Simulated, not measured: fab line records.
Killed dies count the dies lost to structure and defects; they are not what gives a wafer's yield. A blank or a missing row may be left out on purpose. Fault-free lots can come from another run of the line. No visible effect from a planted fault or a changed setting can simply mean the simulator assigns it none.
A struck lot beside a sound one :: flow sky130 :: 18 out of 708 route steps
Sound: the wafers L966.2, L966.3, L966.6. Struck: wafer L976.2 (left out: L976.3, L976.5 of the same lot, which were not struck); the cause appears at the end.
Per side, at each step with rows, come the tool, then ch with its chambers, and then its first start. Under that, the readings that differ: sound wafers :: struck wafers :: difference of the means :: sigmas: that difference in standard deviations of wafers without a fault.
alike: readings with means less than 2 such deviations apart, plus words and numbers identical on both sides. not compared: withheld readings, readings lacking a value on some wafer, bounds such as >300 that could conceal the same value, and numbers that have no deviation in the record and whose values overlap.
The two part at a step that has a row with sigmas, a row that says differs or no value, or rows on one side only. When numbers do not overlap yet have no deviation, they are printed without sigmas and do not part them. Lack of a reading on every wafer of one side parts them only where that side has two or more wafers.

first, 5 steps without rows for these wafers: SKY_VIA4_COAT_06 (resist thk 1140 nm); SKY_VIA4_SOFTBAKE_07 (time 60 s); SKY_VIA4_EXPOSE_08 (exposes mask VIM4, target cd 800 nm); SKY_VIA4_PEB_09; SKY_VIA4_DEVELOP_10 (develop time 60 s).
SKY_VIA4_OVL_MEAS_11:
  sound on overlay-01 at day 43 07:23; struck on overlay-02 at day 45 17:34
  alike: VIA4_OVL
SKY_VIA4_ETCH_12: etches SiO2 in C4F8/O2/Ar, stops on TiN, target depth 580 nm.
  sound on rie diel-02 ch 1,3, day 43 07:25; struck on rie diel-04 ch 0, day 45 17:36
  alike: chamber pressure mTorr, oes product au
SKY_VIA4_STRIP_13: strips in O2/N2.
  sound on plasma asher-02 ch 0,1, day 43 07:29; struck on plasma asher-03 ch 1, day 45 17:41
  alike: chamber pressure mTorr, drypump motor current A, oes product au, strip time to endpoint s
  not compared: rf hours counter h
then, 3 steps without rows for these wafers: SKY_VIA4_STRIP_14 (strips in post etch residue remover, time 1200 s); SKY_VIA4_CLEAN_15 (cleans in IPA, time 180 s); SKY_VIA4_CLEAN_16 (cleans in O3/DIW).
SKY_VIA4_SPUTTER_17: material TiN, target thk 20 nm, time 80 s.
  sound on pvd sputter-01 at day 43 08:05; struck on pvd sputter-02 at day 45 18:19
  alike: throttle valve pct
SKY_VIA4_CVD_18: deposits W, target thk 505 nm, time 152.14 s.
  sound on cvd w-01 ch 0,1, day 43 08:08; struck on cvd w-02 ch 1, day 45 18:22
reading: model.W_of_VIA4_CVD_18.thk nm (nm)
sound: 540.5 542.6 528.9
struck: 254.4
difference: -282.9
sigmas: 
  alike: heater power w
SKY_VIA4_RS_MEAS_19: measurement is done with a four-point probe.
  sound on film metro-01 at day 43 08:19; struck on film metro-04 at day 45 18:33
reading: VIA4_W_RS (ohm/sq)
sound: 0.2121 0.2112 0.2169
struck: 0.4528
difference: +0.2394
sigmas: +83
SKY_VIA4_THK_MEAS_20: measures by xrf.
  sound on film metro-01 at day 43 08:26; struck on film metro-04 at day 45 18:40
reading: VIA4_W_THK (nm)
sound: 529 528 518
struck: 249
difference: -276
sigmas: -35
SKY_VIA4_CMP_21: polishes, stops on SiO2, t overpolish 25 s, target thk 0 nm.
  sound on cmp-01 ch 0,1, day 43 08:32; struck on cmp-01 ch 2, day 45 18:52
reading: time to endpoint s (s)
sound: 123 134 137
struck: 67
difference: -64
sigmas: -12
  alike: motor current A, slurry filter dp kPa
SKY_METAL5_SPUTTER_00: material Ti, target thk 15 nm, time 10 s.
  sound on pvd sputter-03 at day 43 08:47; struck on pvd sputter-04 at day 45 19:07
  alike: throttle valve pct
-- the record jumps here: 3 days lie between the struck wafers' starts before and after (it left off in module METAL5 and takes up again in module PAD_OPEN, whose first step shown is number 708 of the route) --
SKY_PAD_OPEN_PROBE_99:
  sound on prober-01 at day 46 05:44; struck on prober-02 at day 48 10:49
  alike: defect limited yield, killed_at_M0_to_M3, killed_at_M4_up, killed at contacts, killed at front end, killed at other, killed dies, killed open, killed short, sort_bin_3_pad_short, sort_bin_5_function, sort_bin_6_memory, sort n pass, sort yield pct

== WHERE THEY PART ==
First at SKY_VIA4_RS_MEAS_19; last, within this record, at SKY_VIA4_CMP_21. Later steps at which nothing parts them and some readings are alike: SKY_METAL5_SPUTTER_00, SKY_PAD_OPEN_PROBE_99.

WHY: whatever the simulator had introduced
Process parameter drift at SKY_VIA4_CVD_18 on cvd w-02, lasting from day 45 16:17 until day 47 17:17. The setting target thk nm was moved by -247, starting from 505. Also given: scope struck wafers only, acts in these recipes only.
